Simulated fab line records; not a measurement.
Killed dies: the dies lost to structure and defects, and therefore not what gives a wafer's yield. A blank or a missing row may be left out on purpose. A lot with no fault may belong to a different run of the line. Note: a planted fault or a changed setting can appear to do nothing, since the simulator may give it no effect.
Chamber matching + flow sky130 + rie diel-04 running SKY_PAD_OPEN_ETCH_07: 4 sister chambers
The step etches the open film in CF4/O2, stops on AlCu, target depth 725 nm, time 161.1 s. 4 wafers are shown with their chamber, then 6 later ones without.

WAFERS WITH THEIR CHAMBER
| wafer  | chamber | throttle valve pct (%) |
|--------|---------|------------------------|
| L765.4 | 3       | 5.959                  |
| L770.2 | 0       | 5.944                  |
| L768.2 | 2       | 5.969                  |
| L768.4 | 1       | 5.984                  |

WAFERS WITH NO CHAMBER GIVEN
| wafer  | throttle valve pct (%) |
|--------|------------------------|
| L768.6 | 5.960                  |
| L776.3 | 5.986                  |
| L776.5 | 5.951                  |
| L776.6 | 5.965                  |
| L777.2 | 5.989                  |
| L777.4 | 5.973                  |

WHICH CHAMBER EACH ONE RAN IN
| wafer  | from the rows above     | in truth                   |
|--------|-------------------------|----------------------------|
| L768.6 | can't be placed: 3 or 2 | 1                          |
| L776.3 | 1                       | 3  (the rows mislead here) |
| L776.5 | can't be placed: 0 or 3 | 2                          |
| L776.6 | can't be placed: 2 or 3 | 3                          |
| L777.2 | 1                       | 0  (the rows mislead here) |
| L777.4 | can't be placed: 2 or 1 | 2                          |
Correctly placed: 0 of 6. Not placeable from these rows: 4 (in 2, the candidates include the true chamber). Wrongly placed: 2.
How it was worked out, from the rows above alone: a wafer's distance from a chamber is the root of the sum, over the readings, of the square of ((its reading less the chamber's mean) divided by the reading's scatter). If the next closest chamber is less than 2 further off than the closest, the wafer can't be placed; otherwise it belongs to the closest. Each chamber's mean is taken over the wafers shown for it. The scatter: root of mean squared gap, hidden wafer to nearest shown wafer, with one shown wafer a chamber.
